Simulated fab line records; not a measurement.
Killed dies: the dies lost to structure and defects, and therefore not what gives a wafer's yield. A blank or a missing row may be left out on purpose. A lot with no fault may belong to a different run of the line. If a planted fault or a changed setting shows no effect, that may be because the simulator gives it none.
8D (eight disciplines) problem report, filled in by code || flow gf180mcu || the parts of the form that need people (team, actions taken, sign-off) are left out

## 1. THE PROBLEM
A mean of 108.5 s is read at GF_POLY_GATE_ETCH_13 for run length s, taken on 1 wafer of 1 lot, against 97.9 s (standard deviation 0.48) on wafers free of any fault. That is +22 standard deviations from the usual mean.
The step: etches poly-Si in HBr/Cl2, stops on SiO2, target depth 198.5 nm, time 69.6 s.
Earliest sighting: wafer L706.2 on rie si-02 at day 12 16:13. The record has a number at this step for 39 wafers belonging to 13 lots. Rule for "out", or "out of limits": more than 4 standard deviations from the usual mean. The rest of the wafers with a number are treated as sound.

## 2. WHAT IT IS AND WHAT IT IS NOT
{"question": "which readings at this step", "is": "run length s, oes product au", "is not": "drypump motor current A, throttle valve pct"}
{"question": "which lots", "is": "L706", "is not": "L694, L695, L696, L697, L700, L707, L708, L709, L710, L715, L716, L717"}
{"question": "which wafers of those lots", "is": "L706.2", "is not": "L706.1, L706.5"}
{"question": "read on which tools", "is": "rie si-02", "is not": "rie si-01"}
{"question": "when", "is": "from day 12 16:13", "is not": "up to then (17 sound wafers); but 21 sound wafers of L707, L708, L709, L710, L715, L716, L717 came after"}

## 3. WHAT RULES OUT EACH SUSPECT
Counting: if a tool at a process step up to the reading ran every lot that is out, it stays a suspect. Sound lots after the first of them don't rule it out here, since some wafers of a struck lot are sound.
- rie si-02 at GF_POLY_GATE_ETCH_13 (etches poly-Si in HBr/Cl2, stops on SiO2, target depth 198.5 nm, time 69.6 s): kept. It processed L706, the lot that is out, at day 12 16:13, and its most recent sound lot before then was L700 at day 10 23:35. Its own oes product au, run length s readings are out on those wafers.
- Within rie si-02 at GF_POLY_GATE_ETCH_13: the wafers that are out ran in chamber 1; their sound lot-mates ran in chambers 2, 3.
Left after counting: rie si-02 at GF_POLY_GATE_ETCH_13.

## 4. THE CAUSE (what the simulator had put in)
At GF_POLY_GATE_ETCH_13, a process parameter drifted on rie si-02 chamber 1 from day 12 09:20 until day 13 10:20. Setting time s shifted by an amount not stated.
Only this tool survived the counting.

## 5. THE CHAIN OF EFFECTS, in route order
One row per reading whose mean, taken over the struck wafers that have a number, lies over 3 standard deviations from the usual. Readings are gone through only where the record gives a usual standard deviation; hours: the median, over the lots, of the time from a lot's start at the first step in this table giving one to that lot's start at this step; sigmas: the change measured in usual standard deviations.
{"hours": 0, "step": "GF_POLY_GATE_ETCH_13", "reading": "oes product au", "usual": "0.990 a.u.", "on struck wafers": 0.899, "change": -0.091, "sigmas": -11}
{"hours": 0, "step": "GF_POLY_GATE_ETCH_13", "reading": "run length s", "usual": "97.9 s", "on struck wafers": 108.5, "change": "+10.6", "sigmas": "+22"}
{"hours": 478, "step": "GF_PASSIVATION_PROBE_99", "reading": "killed at contacts", "usual": 5.7, "on struck wafers": 14.0, "change": "+8.3", "sigmas": "+3.1"}
Process steps it contains:
- GF_POLY_GATE_ETCH_13: etches poly-Si in HBr/Cl2, stops on SiO2, target depth 198.5 nm, time 69.6 s.
- GF_PASSIVATION_PROBE_99
Later steps that measure or inspect, where all struck wafers having a row at the step show a number for every such reading and not one has moved that far: GF_HV_LDD_OVL_MEAS_20.

## 6. WHAT WOULD HAVE CAUGHT IT SOONER
The fault began at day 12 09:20; the first out-of-limits reading in this record came at day 12 16:13, 7 hours later.
